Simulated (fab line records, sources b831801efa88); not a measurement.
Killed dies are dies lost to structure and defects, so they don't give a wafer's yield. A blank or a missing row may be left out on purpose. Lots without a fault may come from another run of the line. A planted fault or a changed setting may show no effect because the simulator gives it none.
One fault seen from 2 desks | flow gf180mcu | each desk has only its own numbers; what lay behind them comes last

THE TOOL OWNER'S DESK: cvd_w-01
The tool's own readings at GF_V5_CVD_23 (deposits W, target thk 350 nm, time 104.9 s): means of the sampled wafers that have a number, for each lot that ran on this tool. A lot is out of limits, marked OUT, if its mean lies more than 4 standard deviations from the usual mean; the brackets give that distance.
Columns: A = heater_power_w at GF_V5_CVD_23, usual 863 W
lot  | first seen here | A
L853 | day 28 14:16    | 795
L854 | day 28 23:34    | 828
L857 | day 29 14:58    | 763
L861 | day 31 00:07    | 879
L864 | day 31 16:08    | 824
L868 | day 32 17:24    | 796
This desk's finding: nothing out of limits on any of the 6 lots.

THE METROLOGY DESK
What the gauges read, lot by lot, whatever tool the lot ran on: means of the sampled wafers that have a number. A lot is out of limits, marked OUT, if its mean lies more than 4 standard deviations from the usual mean; the brackets give that distance.
Columns: A = V5_CVD_02_THK at GF_V5_THK_MEAS_03, usual 1452 nm; B = V5_W_RS at GF_V5_RS_MEAS_24, usual 0.328 ohm/sq; C = V5_W_THK at GF_V5_THK_MEAS_25, usual 345 nm; D = TOP_METAL_ALCU_THK at GF_TOP_METAL_THK_MEAS_06, usual 901 nm
lot  | first seen here | A    | B               | C   | D
L851 | day 27 02:49    | 1470 | 0.330           | 347 | 915
L853 | day 27 17:12    | 1443 | 0.325           | 341 | 899
L854 | day 28 03:23    | 1429 | 0.329           | 337 | 916
L855 | day 28 03:56    | 1484 | 0.329           | 347 | 904
L857 | day 28 18:58    | 1453 | 0.322           | 354 | 883
L861 | day 30 03:58    | 1424 | 0.332           | 344 | 900
L863 | day 30 16:43    | 1447 | 0.327           | 342 | 889
L864 | day 30 21:16    | 1493 | 0.329           | 341 | 913
L865 | day 31 01:02    | 1442 | 0.331           | 338 | 906
L868 | day 31 22:49    | 1449 | 0.219 (-31) OUT | 351 | 909
L870 | day 32 09:58    | 1429 | 0.325           | 352 | 896
This desk's finding: out of limits on L868; first on L868, day 32 17:31 (V5_W_RS at GF_V5_RS_MEAS_24). In limits: L851, L853, L854, L855, L857, L861, L863, L864, L865, L870.

PUT TOGETHER
The metrology desk could have raised an alarm at day 32 17:31, on L868.
The tool owner's desk saw nothing out of limits.
The tool owner's desk has L868 on record, within its limits.
Of the lots named, all ran GF_V5_CVD_23 on cvd_w-01.

WHAT THE SIMULATOR HAD PUT IN
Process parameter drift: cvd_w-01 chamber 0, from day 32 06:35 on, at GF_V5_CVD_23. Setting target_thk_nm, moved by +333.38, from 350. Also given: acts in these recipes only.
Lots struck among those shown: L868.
Hours from the fault's start to each desk's first reading out of limits: the metrology desk, 11.
